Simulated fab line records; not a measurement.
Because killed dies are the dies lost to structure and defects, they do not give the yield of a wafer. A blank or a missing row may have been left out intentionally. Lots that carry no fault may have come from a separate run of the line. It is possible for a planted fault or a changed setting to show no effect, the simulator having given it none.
Chamber matching :: flow sky130 :: SKY_POLY_GATE_ETCH_16 on rie_diel-02: 4 sister chambers
The step etches Si3N4 in CH3F/O2, stops on poly-Si, time 147.5 s, target depth 75 nm. 4 wafers are shown with their chamber, then 9 later ones without.

## WAFERS, EACH WITH ITS CHAMBER
wafer: L083.1
chamber: 2
oes_product_au (a.u.): 0.643

wafer: L083.6
chamber: 1
oes_product_au (a.u.): 0.646

wafer: L085.5
chamber: 0
oes_product_au (a.u.): 0.634

wafer: L085.6
chamber: 3
oes_product_au (a.u.): 0.636

## WAFERS WHOSE CHAMBER IS MISSING
wafer: L089.1
oes_product_au (a.u.): 0.642

wafer: L089.3
oes_product_au (a.u.): 0.642

wafer: L089.6
oes_product_au (a.u.): 0.643

wafer: L094.2
oes_product_au (a.u.): 0.637

wafer: L094.3
oes_product_au (a.u.): 0.644

wafer: L094.4
oes_product_au (a.u.): 0.640

wafer: L095.1
oes_product_au (a.u.): 0.627

wafer: L095.3
oes_product_au (a.u.): 0.639

wafer: L095.5
oes_product_au (a.u.): 0.637

## WHICH CHAMBER EACH WENT THROUGH
wafer: L089.1
from the rows above: can't be placed: 2 or 1 or 3
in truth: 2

wafer: L089.3
from the rows above: can't be placed: 2 or 1 or 3
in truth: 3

wafer: L089.6
from the rows above: can't be placed: 2 or 1
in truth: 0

wafer: L094.2
from the rows above: can't be placed: 3 or 0 or 2
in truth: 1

wafer: L094.3
from the rows above: can't be placed: 2 or 1
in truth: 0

wafer: L094.4
from the rows above: can't be placed: 2 or 3 or 0 or 1
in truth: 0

wafer: L095.1
from the rows above: can't be placed: 0 or 3
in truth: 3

wafer: L095.3
from the rows above: can't be placed: 3 or 2 or 0 or 1
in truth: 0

wafer: L095.5
from the rows above: can't be placed: 3 or 0 or 2
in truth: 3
0 of 9 placed correctly. Unplaceable from these rows: 9, with the true chamber sitting among the candidates in 6. Placed wrongly: 0.
How it was worked out, from the rows above alone: a wafer's distance from a chamber is the root of the sum, over the readings, of the square of ((its reading less the chamber's mean) divided by the reading's scatter). If the next closest chamber is less than 2 further off than the closest, the wafer can't be placed; otherwise it belongs to the closest. The mean given for a chamber averages the wafers shown for that chamber. The scatter: with one shown wafer a chamber, the root of the mean of the squares of how far each hidden wafer lies from its nearest shown one.
